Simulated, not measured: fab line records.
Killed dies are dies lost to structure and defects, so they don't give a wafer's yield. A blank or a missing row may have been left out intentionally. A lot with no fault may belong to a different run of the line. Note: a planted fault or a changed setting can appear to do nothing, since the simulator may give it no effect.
Code-filled problem report in 8D (eight disciplines) form ; flow gf180mcu ; the parts of the form that need people (team, actions taken, sign-off) are left out

1. WHAT IS WRONG
cathodeDcPowerW at GF_M3_SPUTTER_04 reads a mean of 5048.9 W on 2 wafers of 2 lots; wafers without a fault read 6500.1 W with a standard deviation of 1.2. That is -99 or more standard deviations from the usual mean.
The step: material TiN, target thk 50 nm, time 41.7 s.
First observed at day 23 01:50: wafer L457.1, on pvdSputter-01. The record has a number at this step for 38 wafers belonging to 13 lots. Rule for "out", or "out of limits": more than 4 standard deviations from the usual mean. The other wafers with a number count as sound.

2. WHAT IT IS, WHAT IT ISN'T
question;is;is not
which readings at this step;cathodeDcPowerW;throttleValvePct
which lots;L457, L458;L452, L454, L455, L461, L463, L464, L466, L467, L468, L469, L472
which wafers of those lots;L457.1, L458.6;L457.4, L458.3, L458.4
read on which tools;pvdSputter-01;pvdSputter-02, pvdSputter-04
when;from day 23 01:50;"up to then (10 sound wafers); but 26 sound wafers of L458, L461, L463, L464, L466, L467, L468, L469, L472 came after"

3. WHAT RULES OUT EACH SUSPECT
Counting: if a tool at a process step up to the reading ran every lot that is out, it stays a suspect. Sound lots after the first of them don't rule it out here, since some wafers of a struck lot are sound.
- cmp-01 at GF_V1_CMP_26 (polishes, stops on SiO2, t overpolish 15 s, target thk 0 nm): kept. It processed each lot that is out (first: L457, day 20 22:16); up to then, its last sound lot is L455 (day 20 02:49).
- pvdSputter-01 at GF_M3_SPUTTER_04 (material TiN, target thk 50 nm, time 41.7 s): kept. It processed each lot that is out (first: L457, day 23 01:50); up to then, its last sound lot is L455 (day 22 06:25). Out on those wafers are its own readings of cathodeDcPowerW.
What counting leaves: cmp-01 at GF_V1_CMP_26 and pvdSputter-01 at GF_M3_SPUTTER_04.

4. THE CAUSE (what the simulator had put in)
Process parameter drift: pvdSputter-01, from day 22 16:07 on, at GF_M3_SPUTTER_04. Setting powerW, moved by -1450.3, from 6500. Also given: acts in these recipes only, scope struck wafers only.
After counting, 2 suspects remain, this tool included.

5. THE CHAIN OF EFFECTS, in route order
Each row: a reading where the mean over the struck wafers with a number is more than 3 standard deviations away from the usual. Scope: only readings with a usual standard deviation given in the record; hours: median across lots of the time from each lot's start at the first step in this table that gives one to its start at this step; sigmas: change in usual standard deviations.
hours;step;reading;usual;on struck wafers;change;sigmas
0;GF_M3_SPUTTER_04;cathodeDcPowerW;6500.1 W;5048.9;-1451.2;-99 or more
191;GF_PASSIVATION_PROBE_99;killedAtOther;0.2;2.0;+1.8;+4.1
Here are the process steps it includes:
- GF_M3_SPUTTER_04: material TiN, target thk 50 nm, time 41.7 s.
- GF_PASSIVATION_PROBE_99

6. HOW IT WOULD HAVE BEEN CAUGHT EARLIER
The fault began at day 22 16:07; the first out-of-limits reading in this record came at day 23 01:50, 10 hours later.
